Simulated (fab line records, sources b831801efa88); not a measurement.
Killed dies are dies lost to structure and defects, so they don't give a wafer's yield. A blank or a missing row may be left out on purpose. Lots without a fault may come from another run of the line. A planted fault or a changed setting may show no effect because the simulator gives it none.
One fault seen from 2 desks | flow sky130 | each desk has only its own numbers; what lay behind them comes last

THE METROLOGY DESK
What the gauges read, lot by lot, whatever tool the lot ran on: means of the sampled wafers that have a number. A lot is out of limits, marked OUT, if its mean lies more than 4 standard deviations from the usual mean; the brackets give that distance.
Columns: A = CAPM_OVL at SKY_CAPM_OVL_MEAS_12, usual -0.3 nm
lot  | first seen here | A
L285 | day 37 11:08    | -2.0
L287 | day 38 02:25    | -0.4
L288 | day 38 10:53    | -1.0
L289 | day 38 17:31    | 0.6
L292 | day 39 14:23    | 0.3
L293 | day 40 07:02    | -0.0
L296 | day 41 06:07    | -2.0
L301 | day 42 08:16    | -2.1
L305 | day 43 16:32    | -0.4
L306 | day 43 20:31    | -0.4
L307 | day 43 22:34    | -0.5
L308 | day 44 02:20    | 1.1
This desk's finding: nothing out of limits on any of the 12 lots.

THE TOOL OWNER'S DESK: pvd_sputter-04
The tool's own readings at SKY_VIA2_SPUTTER_20 (material TiN, target thk 20 nm, time 80 s): means of the sampled wafers that have a number, for each lot that ran on this tool. A lot is out of limits, marked OUT, if its mean lies more than 4 standard deviations from the usual mean; the brackets give that distance.
Columns: A = cathode_dc_power_W at SKY_VIA2_SPUTTER_20, usual 4000.0 W; B = chamber_pressure_pa at SKY_VIA2_SPUTTER_20, usual 5.001 Pa; C = throttle_valve_pct at SKY_VIA2_SPUTTER_20, usual 29.7 %
lot  | first seen here | A      | B               | C
L287 | day 36 23:20    | 3999.5 | 5.011           | 29.9
L296 | day 40 05:25    | 4000.3 | 5.011           | 29.7
L301 | day 41 07:58    | 4000.0 | 4.991           | 29.8
L305 | day 42 16:58    | 4000.0 | 5.486 (+51) OUT | 28.1
L306 | day 42 20:39    | 4000.4 | 5.470 (+49) OUT | 28.2
This desk's finding: out of limits on L305, L306; first on L305, day 42 16:58 (chamber_pressure_pa at SKY_VIA2_SPUTTER_20). In limits: L287, L296, L301.

PUT TOGETHER
The tool owner's desk could have raised an alarm at day 42 16:58, on L305, L306.
The metrology desk saw nothing out of limits.
The metrology desk has L305, L306 on record, within its limits.
Of the lots named, all ran SKY_VIA2_SPUTTER_20 on pvd_sputter-04.

WHAT THE SIMULATOR HAD PUT IN
Process parameter drift: pvd_sputter-04, from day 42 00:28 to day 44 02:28, at SKY_VIA2_SPUTTER_20. Setting chamber_pressure_pa, moved by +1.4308, from 5. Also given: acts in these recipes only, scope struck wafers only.
Lots struck among those shown: L305, L306.
Hours from the fault's start to each desk's first reading out of limits: the tool owner's desk, 16.
